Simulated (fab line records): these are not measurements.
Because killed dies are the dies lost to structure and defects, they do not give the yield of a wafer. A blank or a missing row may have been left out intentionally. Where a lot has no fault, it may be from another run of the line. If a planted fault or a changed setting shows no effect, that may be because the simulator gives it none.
A struck lot beside a sound one ; flow sky130 ; 15 out of 708 route steps
Sound: these wafers, L344.1, L344.3, L344.5. Struck: wafer L351.6. (L351.1, L351.4 of the same lot were not struck and are left out.) The cause comes at the end.
At each step with rows: each side's tool, then ch and its chambers, then its first start. Under that, the readings that differ: sound wafers ; struck wafers ; difference of the means ; sigmas: that difference in standard deviations of wafers without a fault.
alike: readings whose means differ by less than 2 such deviations, and words and numbers that are the same on both sides. not compared: withheld readings, readings that some wafer has no value for, bounds like >300 that may hide the same value, and numbers for which the record gives no deviation and whose values overlap.
Wherever a step has rows on one side only, a row that says differs or no value, or a row with sigmas, the two part there. Numbers that don't overlap but have no deviation are shown without sigmas and don't part them. A reading missing from all wafers of one side parts the sides only when that side holds two or more wafers.

first, 4 steps without rows for these wafers: SKY_VIA3_SOFTBAKE_08 (time 90 s); SKY_VIA3_EXPOSE_09 (exposes mask VIM3, target cd 200 nm); SKY_VIA3_PEB_10; SKY_VIA3_DEVELOP_11 (develop time 60 s).
SKY_VIA3_CD_MEAS_12 targets a cd of 200 nm.
  sound on cd-sem-02, day 41 02:20; struck on cd-sem-02, day 42 21:07
  alike: cd-nm
SKY_VIA3_OVL_MEAS_13:
  sound on overlay-01, day 41 02:27; struck on overlay-01, day 42 21:14
  alike: VIA3_OVL
SKY_VIA3_ETCH_14: etches BARC in N2/H2, stops on SiO2, time 45.9 s, target depth 60 nm.
  sound on rie-diel-01 ch 0,1,3, day 41 02:29; struck on rie-diel-01 ch 0, day 42 21:17
  alike: drypump-motor-current-A, h2-flow-sccm, n2-flow-sccm, oes-product-au, throttle-valve-pct
  not compared: rf-hours-counter-h
SKY_VIA3_ETCH_15: etches SiO2 in C4F8/O2/Ar, stops on TiN, target depth 507 nm, time 78 s.
  sound on rie-diel-01 ch 0,1,3, day 41 02:32; struck on rie-diel-01 ch 0, day 42 21:19
  alike: oes-product-au
  not compared: rf-hours-counter-h
SKY_VIA3_STRIP_16: strips in O2/N2.
  sound on plasma-asher-03 ch 0,1, day 41 02:35; struck on plasma-asher-02 ch 0, day 42 21:23
reading;sound;struck;difference;sigmas
drypump-motor-current-A (A);5.1 5.1 5.0;6.3;+1.2;+3
  alike: n2-flow-sccm, oes-product-au, strip-time-to-endpoint-s
  not compared: rf-hours-counter-h
then, 3 steps without rows for these wafers: SKY_VIA3_STRIP_17 (strips in post etch residue remover, time 1200 s); SKY_VIA3_CLEAN_18 (cleans in IPA, time 180 s); SKY_VIA3_CLEAN_19 (cleans in O3/DIW).
SKY_VIA3_SPUTTER_20: material TiN, target thk 20 nm, time 80 s.
  sound on pvd-sputter-04, day 41 03:11; struck on pvd-sputter-04, day 42 21:58
reading;sound;struck;difference;sigmas
model.TiN_of_VIA3_SPUTTER_20.thk-nm (nm);20.31 20.22 20.15;20.47;+0.24;
  alike: throttle-valve-pct
SKY_VIA3_CVD_21: deposits W, target thk 390 nm, time 117.31 s.
  sound on cvd-w-01 ch 0,1, day 41 03:15; struck on cvd-w-02 ch 0, day 42 22:02
  alike: heater-power-w
SKY_PAD_OPEN_PROBE_99:
  rows exist in the record for the sound wafers here (prober-02, day 47 03:32), none for the struck ones

## WHERE THEY PART
At SKY_VIA3_STRIP_16 first; at SKY_PAD_OPEN_PROBE_99 last (within this record only).

WHY: the cause the simulator had injected
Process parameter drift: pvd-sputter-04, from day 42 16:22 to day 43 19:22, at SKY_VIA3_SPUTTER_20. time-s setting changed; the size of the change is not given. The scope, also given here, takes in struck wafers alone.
